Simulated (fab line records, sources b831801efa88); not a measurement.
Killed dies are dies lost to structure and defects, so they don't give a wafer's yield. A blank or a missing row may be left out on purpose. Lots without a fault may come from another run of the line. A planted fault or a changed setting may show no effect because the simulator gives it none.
Chamber matching | flow sky130 | SKY_CAPM_CVD_00 on pecvd-01: 3 sister chambers
The step deposits SiO2, target thk 15.5 nm. 6 wafers are shown with their chamber, then 9 later ones without.

WAFERS WITH THEIR CHAMBER
wafer  | chamber | heater_power_w (W) | susceptor_temp_C (C)
L324.2 | 2       | 643                | 399.88
L324.5 | 1       | 789                | 399.96
L324.6 | 2       | 643                | 400.15
L325.1 | 0       | 773                | 400.21
L325.2 | 1       | 745                | 399.59
L325.6 | 0       | 767                | 400.13

WAFERS WITHOUT THEIR CHAMBER
wafer  | heater_power_w (W) | susceptor_temp_C (C)
L326.1 | 753                | 400.23
L326.2 | 781                | 400.09
L326.5 | 783                | 399.93
L330.3 | 604                | 399.85
L330.5 | 712                | 400.04
L330.6 | 599                | 400.25
L332.2 | 694                | 400.10
L332.3 | 797                | 400.26
L332.4 | 811                | 399.68

WHICH CHAMBER EACH WENT THROUGH
wafer  | from the rows above          | in truth
L326.1 | can't be placed: 0 or 1      | 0
L326.2 | can't be placed: 0 or 1      | 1
L326.5 | can't be placed: 1 or 0      | 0
L330.3 | 2                            | 2
L330.5 | can't be placed: 0 or 1 or 2 | 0
L330.6 | 2                            | 2
L332.2 | can't be placed: 2 or 0 or 1 | 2
L332.3 | can't be placed: 0 or 1      | 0
L332.4 | can't be placed: 1 or 0      | 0
Placed correctly: 2 of 9. Can't be placed from these rows: 7 (the true chamber is among the candidates in 7). Placed wrongly: 0.
How it was worked out, from the rows above alone: a wafer's distance from a chamber is the root of the sum, over the readings, of the square of ((its reading less the chamber's mean) divided by the reading's scatter). The wafer belongs to the nearest chamber; if the next one is less than 2 further off, it can't be placed. A chamber's mean is the mean of its shown wafers. The scatter: the root of (the sum of the squares of (reading less its chamber's mean) over the shown wafers, divided by (wafers less chambers)).
